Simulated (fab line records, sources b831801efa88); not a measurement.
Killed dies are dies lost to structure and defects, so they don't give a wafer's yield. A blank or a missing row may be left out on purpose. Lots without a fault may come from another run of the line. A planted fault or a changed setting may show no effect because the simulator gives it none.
fab line records | flow sky130
record lots=11 wafers=33 last_day=50
route steps=708 shown FIELD_ISO@14 DNWELL@43 NWELL@81 VT_ADJUST_NCORE@128 PAD_OPEN@708
lots that met no fault: from a run of the same line without faults
start_h: hours from the record's first day to the start of the lot's first wafer shown | wait_h: hours since the lot's step before | " the same as in the row above | L1.1+2: a row that stands for several wafers | - no value, or no start given | * or withheld: withheld | < > ~ a bound
route shown NAME@n: a module of which the file shows steps, and the number in the route of the first | usual: mean/standard deviation of fault-free wafers | same: alike in all rows | chamber/n: place in a boat | sites: the reading at each site | _std_site: their standard deviation | _edge_site: outer sites' mean less inner sites' | radius_mm: how far each site lies from the wafer's centre | mask NAME#n: copy n | behind: the tool/chamber that last shaped the wafer | hold: why the lot was held/for how many hours/how that ended | device: the transistor (n, p or np) that didn't switch | end of line: the same wafers' tests at the end of the route | a step without rows: its recipe alone | killed: dies lost to structure and defects at the first sort, not the wafer's yield | map: a wafer's dies, x killed, . not, _ none there
set.NAME: the setting as run; set.NAME@STEP: as run at that earlier step | model.NAME: the simulator's own value behind a step, which no gauge read
steps of the route over a sample of lots; a table a step, a row a wafer
services: from which hour (start_h, from the record's first day; less than 0 if before it) a tool's chamber was out of use, for how many hours, and why
## steps
# step SKY_FIELD_ISO_CD_MEAS_13
# recipe target_cd_nm=150
# usual cd_nm=149.9/1.4
# columns lot.wafer tool chamber start_h wait_h cd_nm
L913.1 cd_sem-02 - 29.62 - 147.8
L913.3 " - " " 148.3
L913.5 " - " " 148.6
L916.1 cd_sem-01 - 44.77 - 149.2
L916.3 " - " " 149.5
L916.6 " - " " 150.2
L918.2 cd_sem-01 - 54.29 - 149.4
L918.4 " - " " 149.5
L918.5 " - " " 150.0
L920.2 cd_sem-02 - 64.01 - 150.1
L920.3 " - " " 151.4
L920.6 " - " " 150.7
L921.2 cd_sem-02 - 73.32 - 151.3
L921.3 " - " " 150.7
L921.4 " - " " 149.9
L923.3 cd_sem-02 - 88.10 - 152.1
L923.5 " - " " 151.2
L923.6 " - " " 154.1
L926.2 cd_sem-02 - 97.99 - 148.6
L926.3 " - " " 149.1
L926.5 " - " " 149.4
L927.2 cd_sem-02 - 103.34 - 151.8
L927.4 " - " " 150.5
L927.6 " - " " 152.0
L934.1 cd_sem-02 - 137.67 - 150.0
L934.2 " - " " 150.1
L934.4 " - " " 149.5
L935.1 cd_sem-01 - 142.41 - 147.7
L935.2 " - " " 147.1
L935.3 " - " " 147.4
L936.1 cd_sem-01 - 147.20 - 149.7
L936.2 " - " " 150.0
L936.5 " - " " 146.8
# step SKY_DNWELL_STRIP_08
# recipe chemistry=O2/N2 power_w=1400 pressure_mtorr=1500 platen_temp_c=withheld o2_flow_sccm=3000 n2_flow_sccm=300 overash_fraction=0.5
# usual drypump_motor_current_A=6.0/0.31 oes_product_au=0.723/0.005 strip_time_to_endpoint_s=36.92/0.093
# same overash_fraction=0.5
# columns lot.wafer tool chamber start_h wait_h drypump_motor_current_A oes_product_au rf_hours_counter_h strip_time_to_endpoint_s
L913.1 plasma_asher-04 0 52.43 0.1 6.0 0.717 38 36.88
L913.3 " 1 " " 6.3 0.732 - 36.89
L913.5 " 1 " " 6.3 0.728 - 36.80
L916.1 plasma_asher-02 1 66.55 0.1 5.5 0.725 37 36.85
L916.3 " 0 " " 6.0 0.717 - 36.85
L916.6 " 1 " " 5.5 0.726 - 36.83
L918.2 plasma_asher-03 0 88.33 0.1 6.5 0.719 40 37.05
L918.4 " 0 " " 6.5 0.723 - 36.97
L918.5 " 1 " " 5.8 0.720 - 37.02
L920.2 plasma_asher-03 1 95.00 0.1 5.8 0.716 41 36.96
L920.3 " 1 " " 5.8 0.728 - 37.08
L920.6 " 1 " " 5.8 0.726 - 37.02
L921.2 plasma_asher-03 1 105.38 0.1 5.8 0.720 42 37.00
L921.3 " 1 " " 5.8 0.727 - 37.00
L921.4 " 0 " " 6.5 0.717 - 36.90
L923.3 plasma_asher-03 1 120.51 0.1 5.8 0.727 - 36.90
L923.5 " 1 " " 5.8 0.719 - 37.09
L923.6 " 0 " " 6.5 0.719 - 36.89
L926.2 plasma_asher-02 0 132.90 0.1 5.9 0.722 45 36.95
L926.3 " 1 " " 5.6 0.717 - 36.94
L926.5 " 0 " " 5.9 0.727 - 36.99
L927.2 plasma_asher-02 1 138.03 0.1 5.5 0.724 45 37.09
L927.4 " 0 " " 5.9 0.734 - 37.13
L927.6 " 0 " " 5.9 0.724 - 37.05
L934.1 plasma_asher-04 0 163.26 0.1 5.9 0.723 47 36.79
L934.2 " 1 " " 6.3 0.719 47 36.86
L934.4 " 1 " " 6.3 0.715 - 36.77
L935.1 plasma_asher-04 0 170.08 0.1 6.0 0.723 48 36.78
L935.2 " 1 " " 6.3 0.721 48 36.78
L935.3 " 0 " " 6.0 0.723 - 36.83
L936.1 plasma_asher-03 1 176.16 0.1 5.8 0.730 5 36.79
L936.2 " 0 " " 6.5 0.715 5 36.83
L936.5 " 1 " " 5.8 0.723 - 36.78
# step SKY_NWELL_RTA_28
# recipe temp_c=1050 time_s=30 idle_temp_c=650 ramp_up_c_per_s=150 ramp_down_c_per_s=90 ambient=N2
# usual lamp_power_pct=25.31/0.051 ramp_down_c_per_s=90.001/0.016 wafer_temp_C_max=1054.9/0.93
# columns lot.wafer tool chamber start_h wait_h lamp_power_pct ramp_down_c_per_s wafer_temp_C_max
L913.1 rtp_anneal-02 0 100.49 0.0 25.30 90.010 1054.0
L913.3 " 0 " " 25.31 89.994 1056.1
L913.5 " 0 " " 25.29 89.979 1054.6
L916.1 rtp_anneal-01 0 117.42 0.0 25.27 89.981 1053.7
L916.3 " 0 " " 25.29 90.010 1054.0
L916.6 " 0 " " 25.30 89.985 1055.5
L918.2 rtp_anneal-01 0 141.83 0.0 25.34 90.016 1055.7
L918.4 " 0 " " 25.33 90.015 1054.3
L918.5 " 0 " " 25.41 89.986 1054.8
L920.2 rtp_anneal-02 0 149.14 0.0 25.31 90.005 1055.1
L920.3 " 0 " " 25.34 89.987 1054.7
L920.6 " 0 " " 25.36 90.011 1054.2
L921.2 rtp_anneal-01 0 159.31 0.0 25.17 89.999 1054.7
L921.3 " 0 " " 25.35 90.029 1053.7
L921.4 " 0 " " 25.41 90.007 1054.2
L923.3 rtp_anneal-02 0 178.55 0.0 25.31 89.982 1054.7
L923.5 " 0 " " 25.29 90.016 1054.9
L923.6 " 0 " " 25.31 89.997 1054.2
L926.2 rtp_anneal-02 0 193.04 0.0 25.33 89.992 1055.2
L926.3 " 0 " " 25.31 90.013 1053.6
L926.5 " 0 " " 25.30 90.015 1054.3
L927.2 rtp_anneal-02 0 198.03 0.0 25.21 90.030 1055.8
L927.4 " 0 " " 25.34 90.013 1055.7
L927.6 " 0 " " 25.36 90.009 1053.9
L934.1 rtp_anneal-01 0 227.15 0.0 25.29 89.997 1054.9
L934.2 " 0 " " 25.28 90.021 1054.8
L934.4 " 0 " " 25.35 90.006 1057.4
L935.1 rtp_anneal-02 0 236.19 0.0 25.25 89.978 1054.2
L935.2 " 0 " " 25.30 89.999 1055.0
L935.3 " 0 " " 25.23 89.992 1054.0
L936.1 rtp_anneal-02 0 242.32 0.0 25.31 90.000 1056.1
L936.2 " 0 " " 25.27 90.012 1055.4
L936.5 " 0 " " 25.29 89.989 1053.9
# step SKY_VT_ADJUST_NCORE_IMPLANT_09
# recipe species=B energy_kev=10 dose_cm2=2.4e+12 tilt_deg=withheld
# usual dose_ions_cm2=2.4001e+12/2.5e+09 faraday_current_uA=13.53/0.26
# columns lot.wafer tool chamber start_h wait_h dose_ions_cm2 faraday_current_uA
L913.1 implanter-04 0 175.03 0.0 2.4017e+12 13.69
L913.3 " 0 " " 2.4014e+12 13.80
L913.5 " 0 " " 2.4066e+12 13.60
L916.1 implanter-04 0 195.57 0.0 2.4052e+12 13.91
L916.3 " 0 " " 2.3995e+12 13.89
L916.6 " 0 " " 2.4037e+12 12.85
L918.2 implanter-02 0 224.90 0.0 2.4015e+12 13.11
L918.4 " 0 " " 2.3987e+12 13.74
L918.5 " 0 " " 2.3973e+12 13.57
L920.2 implanter-03 0 234.01 0.0 2.4053e+12 13.18
L920.3 " 0 " " 2.3994e+12 13.32
L920.6 " 0 " " 2.3999e+12 13.65
L921.2 implanter-04 0 247.51 0.0 2.4023e+12 13.64
L921.3 " 0 " " 2.4026e+12 13.62
L921.4 " 0 " " 2.4041e+12 12.68
L923.3 implanter-04 0 269.03 0.1 2.2077e+12 12.83
L923.5 " 0 " " 2.2124e+12 12.66
L923.6 " 0 " " 2.2119e+12 12.68
L926.2 implanter-04 0 285.94 0.0 2.2149e+12 12.42
L926.3 " 0 " " 2.2146e+12 12.27
L926.5 " 0 " " 2.208e+12 12.38
L927.2 implanter-03 0 291.49 0.0 2.3954e+12 13.55
L927.4 " 0 " " 2.3956e+12 13.55
L927.6 " 0 " " 2.3977e+12 13.46
L934.1 implanter-02 0 327.22 0.0 2.3987e+12 13.75
L934.2 " 0 " " 2.3993e+12 13.35
L934.4 " 0 " " 2.3966e+12 13.49
L935.1 implanter-02 0 335.68 0.0 2.402e+12 13.52
L935.2 " 0 " " 2.4066e+12 13.59
L935.3 " 0 " " 2.4e+12 13.61
L936.1 implanter-03 0 344.52 0.0 2.3999e+12 13.81
L936.2 " 0 " " 2.4001e+12 13.42
L936.5 " 0 " " 2.3975e+12 13.89
# step SKY_VT_ADJUST_NCORE_TW_MEAS_11
# usual VT_ADJUST_NCORE_TW=216.4/1.4
# columns lot.wafer tool chamber start_h wait_h hold VT_ADJUST_NCORE_TW
L913.1 film_metro-04 - 175.28 0.1 - 217.0
L913.3 " - " " - 214.0
L913.5 " - " " - 215.3
L916.1 film_metro-03 - 195.82 0.1 - 217.3
L916.3 " - " " - 218.0
L916.6 " - " " - 217.4
L918.2 film_metro-04 - 225.13 0.1 - 214.2
L918.4 " - " " - 213.6
L918.5 " - " " - 215.2
L920.2 film_metro-04 - 234.24 0.1 - 213.3
L920.3 " - " " - 213.0
L920.6 " - " " - 213.1
L921.2 film_metro-01 - 247.74 0.1 - 217.0
L921.3 " - " " - 216.3
L921.4 " - " " - 216.5
L923.3 film_metro-04 - 269.25 0.1 await_dispo/0.2h/release 209.9
L923.5 " - " " await_dispo/0.2h/release 211.6
L923.6 " - " " await_dispo/0.2h/release 210.8
L923.3 film_metro-04 - 269.48 0.2 - 211.1
L923.5 " - " " - 211.1
L923.6 " - " " - 210.6
L926.2 film_metro-01 - 286.18 0.1 await_dispo/0.2h/release 211.8
L926.3 " - " " await_dispo/0.2h/release 210.9
L926.5 " - " " await_dispo/0.2h/release 211.8
L926.2 film_metro-01 - 286.41 0.2 - 210.7
L926.3 " - " " - 212.1
L926.5 " - " " - 211.4
L927.2 film_metro-01 - 291.73 0.1 - 216.4
L927.4 " - " " - 215.4
L927.6 " - " " - 216.5
L934.1 film_metro-04 - 327.47 0.1 - 215.1
L934.2 " - " " - 216.8
L934.4 " - " " - 215.5
L935.1 film_metro-03 - 335.93 0.1 - 217.5
L935.2 " - " " - 218.0
L935.3 " - " " - 217.5
L936.1 film_metro-03 - 344.77 0.1 - 218.8
L936.2 " - " " - 217.3
L936.5 " - " " - 216.9
# step SKY_PAD_OPEN_PROBE_99
# usual killed_at_M0_to_M3=44/7.3 killed_at_M4_up=3.1/1.9 killed_at_contacts=24/5.3 killed_at_front_end=15/4 killed_at_other=0.4/0.6 killed_dies=86/9.2 killed_open=47/6.9 killed_short=39/6.9
# same gross_dies=492 killed_at_back_side=0
# columns lot.wafer tool chamber start_h wait_h killed_at_M0_to_M3 killed_at_M4_up killed_at_contacts killed_at_front_end killed_at_other killed_dies killed_open killed_short
L920.2 prober-01 - 1116.21 0.1 48 3 18 15 0 84 39 45
L920.3 prober-01 - 1116.26 0.2 38 3 19 15 0 75 30 45
L920.6 prober-01 - 1116.41 0.2 53 0 21 11 0 85 42 43
L921.2 prober-02 - 1124.57 0.1 46 4 21 18 0 89 43 46
L921.3 prober-02 - 1124.62 0.2 31 1 40 15 0 87 52 35
L921.4 prober-02 - 1124.67 0.2 38 2 28 18 0 86 40 46
# killed by level:class
L920.2 VIA3:geometric_particle:open=11 METAL1:geometric_particle:short=6 VIA1:geometric_particle:short=6 LOCAL_INTERCONNECT:geometric_particle:short=5 VIA1:geometric_particle:open=5 FIELD_ISO:geometric_particle:short=4 POLY_GATE:geometric_particle:short=4 CONTACT:geometric_particle:open=4
L920.3 LI_CONTACT:geometric_particle:open=8 POLY_GATE:geometric_particle:short=7 VIA2:geometric_particle:open=7 METAL2:geometric_particle:short=6 LOCAL_INTERCONNECT:geometric_particle:short=5 CONTACT:geometric_particle:short=5 VIA1:geometric_particle:short=5 VIA2:geometric_particle:short=5
L920.6 VIA1:geometric_particle:open=12 METAL1:geometric_particle:short=11 LI_CONTACT:geometric_particle:open=8 CONTACT:geometric_particle:open=7 METAL2:geometric_particle:short=7 VIA3:geometric_particle:short=6 VIA2:geometric_particle:open=5 SPACER:geometric_particle:short=4
L921.2 VIA1:geometric_particle:open=11 CONTACT:geometric_particle:open=9 METAL2:geometric_particle:short=8 METAL1:geometric_particle:short=7 VIA1:geometric_particle:short=6 POLY_GATE:geometric_particle:short=5 LI_CONTACT:geometric_particle:open=5 CONTACT:geometric_particle:short=5
L921.3 CONTACT:geometric_particle:open=18 LI_CONTACT:geometric_particle:open=8 METAL2:geometric_particle:short=8 CONTACT:geometric_particle:short=7 VIA1:geometric_particle:open=6 POLY_GATE:geometric_particle:open=5 FIELD_ISO:geometric_particle:short=4 FIELD_ISO:geometric_particle:open=4
L921.4 CONTACT:geometric_particle:open=11 POLY_GATE:geometric_particle:short=8 VIA2:geometric_particle:open=8 CONTACT:geometric_particle:short=6 METAL1:geometric_particle:short=6 LI_CONTACT:geometric_particle:open=5 LOCAL_INTERCONNECT:geometric_particle:short=5 VIA3:geometric_particle:open=5
## services
# columns tool chamber start_h hours kind
plasma_asher-03 - 34.10 2.8 pm
implanter-04 - 35.05 3.0 pm
plasma_asher-04 - 37.37 3.4 repair
plasma_asher-03 - 47.26 1.8 repair
implanter-03 - 47.52 2.2 repair
plasma_asher-03 - 49.29 1.9 repair
plasma_asher-04 - 63.98 15.6 pm
rtp_anneal-01 - 76.50 40.0 pm
plasma_asher-03 - 108.75 9.0 pm
plasma_asher-03 0 108.75 9.0 vent_cycle
plasma_asher-03 1 108.75 9.0 vent_cycle
plasma_asher-03 0 117.75 - clean
implanter-04 - 186.75 3.6 repair
implanter-03 - 193.92 0.9 repair
implanter-02 - 261.43 6.0 repair
rtp_anneal-02 - 283.96 50.0 pm
plasma_asher-02 - 289.18 0.8 repair
implanter-03 - 292.76 4.6 pm
implanter-02 - 300.10 3.1 pm
implanter-04 - 306.67 1.8 repair
plasma_asher-04 - 307.17 1.6 repair
implanter-03 - 322.08 4.7 pm
implanter-04 - 326.57 22.0 pm
plasma_asher-04 - 342.23 1.8 repair
## key
first_sign step=SKY_VT_ADJUST_NCORE_IMPLANT_09 reading=dose_ions_cm2 direction=down sigmas=76 usual=* struck=*
effect step=SKY_VT_ADJUST_NCORE_IMPLANT_09 reading=faraday_current_uA direction=down sigmas=3.8 usual=13.53 struck=12.54
effect step=SKY_VT_ADJUST_NCORE_TW_MEAS_11 reading=visit direction=added
met_at SKY_VT_ADJUST_NCORE_IMPLANT_09
struck_lots L923,L926
tester_left_out L923,L926
not_acting_at SKY_FIELD_ISO_CD_MEAS_13,SKY_DNWELL_STRIP_08,SKY_NWELL_RTA_28
onset_between 247.51 269.03
fault kind=process_parameter_drift tool=implanter-04 chamber=- onset_h=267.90 steps=SKY_VT_ADJUST_NCORE_IMPLANT_09 channel=dose_cm2 offset=* shape=step end_h=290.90 acts_in=* stated=*
# tester_left_out: of these lots the tester's yield and bins aren't shown, on N5 and GAA mostly nor the transistor test; their killed dies are dies lost to structure and defects alone, not to doping, threshold or leakage, so they don't give the yield
